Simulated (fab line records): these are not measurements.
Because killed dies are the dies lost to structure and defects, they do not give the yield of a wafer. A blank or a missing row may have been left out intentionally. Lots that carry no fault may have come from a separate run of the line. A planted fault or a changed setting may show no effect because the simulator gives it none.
Which tool was responsible? / flow sky130 / Sampling: 14 lots, 42 wafers, 3 of 708 route steps

## WHAT EACH GAUGE READ, for each wafer
SKY_VT_ADJUST_NCORE_CD_MEAS_07 targets a cd of 380 nm. Usual: cd nm at 380.3 nm, with a standard deviation of 2.2.
lot=L701; measured=day 8 09:48; on=cd sem-01; cd nm (nm)=380.8 382.5 380.6; flag=
lot=L703; measured=day 9 00:10; on=cd sem-01; cd nm (nm)=381.3 383.7 382.9; flag=
lot=L704; measured=day 9 08:35; on=cd sem-02; cd nm (nm)=376.8 377.2 379.0; flag=
lot=L706; measured=day 9 22:26; on=cd sem-02; cd nm (nm)=379.2 379.6 378.8; flag=
lot=L707; measured=day 10 08:34; on=cd sem-02; cd nm (nm)=384.4 383.0 382.4; flag=
lot=L712; measured=day 12 04:26; on=cd sem-02; cd nm (nm)=378.1 379.5 376.8; flag=
lot=L713; measured=day 12 08:13; on=cd sem-01; cd nm (nm)=377.2 377.5 377.7; flag=
lot=L714; measured=day 12 15:41; on=cd sem-02; cd nm (nm)=379.8 382.0 379.9; flag=
lot=L717; measured=day 13 11:40; on=cd sem-01; cd nm (nm)=381.5 380.8 381.2; flag=
lot=L718; measured=day 13 16:21; on=cd sem-01; cd nm (nm)=374.9 379.5 378.3; flag=
lot=L719; measured=day 14 00:50; on=cd sem-02; cd nm (nm)=381.6 377.2 381.1; flag=
lot=L721; measured=day 14 22:54; on=cd sem-01; cd nm (nm)=379.0 380.1 380.0; flag=
lot=L724; measured=day 15 06:50; on=cd sem-01; cd nm (nm)=381.8 380.9 380.8; flag=
lot=L723; measured=day 15 06:55; on=cd sem-02; cd nm (nm)=384.0 383.2 380.4; flag=

SKY_LI_CONTACT_CD_MEAS_12 targets a cd of 170 nm. Usual: cd nm at 170.1 nm, with a standard deviation of 1.7.
lot=L701; measured=day 28 23:48; on=cd sem-01; cd nm (nm)=169.1 169.6 168.7; flag=
lot=L703; measured=day 29 16:23; on=cd sem-01; cd nm (nm)=170.2 170.6 172.7; flag=
lot=L704; measured=day 30 05:08; on=cd sem-01; cd nm (nm)=168.5 168.0 169.3; flag=
lot=L706; measured=day 30 20:46; on=cd sem-02; cd nm (nm)=171.2 170.9 171.0; flag=
lot=L707; measured=day 31 08:04; on=cd sem-02; cd nm (nm)=169.7 170.8 171.4; flag=
lot=L712; measured=day 33 04:14; on=cd sem-02; cd nm (nm)=171.2 171.0 170.2; flag=
lot=L713; measured=day 33 11:02; on=cd sem-01; cd nm (nm)=169.5 171.1 168.6; flag=
lot=L714; measured=day 33 19:53; on=cd sem-01; cd nm (nm)=169.1 169.1 169.1; flag=
lot=L717; measured=day 34 12:43; on=cd sem-02; cd nm (nm)=168.3 168.3 168.2; flag=
lot=L718; measured=day 34 23:44; on=cd sem-01; cd nm (nm)=169.4 169.3 169.4; flag=
lot=L719; measured=day 35 08:23; on=cd sem-01; cd nm (nm)=172.1 173.4 173.9; flag=
lot=L721; measured=day 36 03:59; on=cd sem-02; cd nm (nm)=165.9 166.2 167.5; flag=
lot=L724; measured=day 36 11:01; on=cd sem-01; cd nm (nm)=169.2 168.1 168.3; flag=
lot=L723; measured=day 36 12:50; on=cd sem-01; cd nm (nm)=171.2 169.2 170.8; flag=

## EACH LOT AND THE TOOL THAT RAN IT (in order: tool; ch and the chambers of the sampled wafers; start)
lot=L701; SKY_SONOS_TUNNEL_COAT_02=litho track-02 ch 0, day 10 17:43
lot=L703; SKY_SONOS_TUNNEL_COAT_02=litho track-01 ch 0, day 11 09:53
lot=L704; SKY_SONOS_TUNNEL_COAT_02=litho track-02 ch 0, day 11 18:37
lot=L706; SKY_SONOS_TUNNEL_COAT_02=litho track-03 ch 0, day 12 10:32
lot=L707; SKY_SONOS_TUNNEL_COAT_02=litho track-03 ch 0, day 12 20:56
lot=L712; SKY_SONOS_TUNNEL_COAT_02=litho track-03 ch 0, day 14 19:37
lot=L713; SKY_SONOS_TUNNEL_COAT_02=litho track-03 ch 0, day 15 01:11
lot=L714; SKY_SONOS_TUNNEL_COAT_02=litho track-02 ch 0, day 15 07:16
lot=L717; SKY_SONOS_TUNNEL_COAT_02=litho track-02 ch 0, day 16 07:05
lot=L718; SKY_SONOS_TUNNEL_COAT_02=litho track-02 ch 0, day 16 11:25
lot=L719; SKY_SONOS_TUNNEL_COAT_02=litho track-02 ch 0, day 16 21:28
lot=L721; SKY_SONOS_TUNNEL_COAT_02=litho track-01 ch 0, day 17 20:07
lot=L724; SKY_SONOS_TUNNEL_COAT_02=litho track-03 ch 0, day 18 06:26
lot=L723; SKY_SONOS_TUNNEL_COAT_02=litho track-02 ch 0, day 18 06:40
- SKY_SONOS_TUNNEL_COAT_02: resist thk 1140 nm.

## AS READ BY THE TOOLS THEMSELVES (means over the sampled wafers that have a number; for cases with no such wafer, the mark the record gives instead)
SKY_SONOS_TUNNEL_COAT_02. Usual: spin speed rpm at 2999.9 rpm, with a standard deviation of 2.2.
lot=L701; tool=litho track-02; spin speed rpm (rpm)=3000.1; flag=
lot=L703; tool=litho track-01; spin speed rpm (rpm)=2998.5; flag=
lot=L704; tool=litho track-02; spin speed rpm (rpm)=3000.7; flag=
lot=L706; tool=litho track-03; spin speed rpm (rpm)=2998.9; flag=
lot=L707; tool=litho track-03; spin speed rpm (rpm)=2998.5; flag=
lot=L712; tool=litho track-03; spin speed rpm (rpm)=3096.9; flag=OFF
lot=L713; tool=litho track-03; spin speed rpm (rpm)=3097.1; flag=OFF
lot=L714; tool=litho track-02; spin speed rpm (rpm)=3002.0; flag=
lot=L717; tool=litho track-02; spin speed rpm (rpm)=2999.9; flag=
lot=L718; tool=litho track-02; spin speed rpm (rpm)=3000.3; flag=
lot=L719; tool=litho track-02; spin speed rpm (rpm)=2997.9; flag=
lot=L721; tool=litho track-01; spin speed rpm (rpm)=3003.2; flag=
lot=L724; tool=litho track-03; spin speed rpm (rpm)=2998.6; flag=
lot=L723; tool=litho track-02; spin speed rpm (rpm)=3001.4; flag=

## THE ANSWER, worked out from the rows above alone
Rule: take the mean of a lot's wafers that have a number; if it is more than 3 standard deviations from the usual mean, the lot is off. A lot without any number at a reading at which 4 lots or more have one is off too. Where the step has rows for the other lots, those lots are counted as sound. Order of review: gauges by route order, followed by the tools' own readings, for which a lot's mean as printed above is used. The first step at which some lot is off is used, and at that step the reading that is off furthest; a lot without a number counts as furthest.
Off at SKY_SONOS_TUNNEL_COAT_02 (spin speed rpm): L712, L713.
A tool fits if, at that step or a process step before it, it ran every lot that is off, and no sound lot after the first of them. Not one of the candidates tried fits.

## WHAT WAS PUT IN BY THE SIMULATOR
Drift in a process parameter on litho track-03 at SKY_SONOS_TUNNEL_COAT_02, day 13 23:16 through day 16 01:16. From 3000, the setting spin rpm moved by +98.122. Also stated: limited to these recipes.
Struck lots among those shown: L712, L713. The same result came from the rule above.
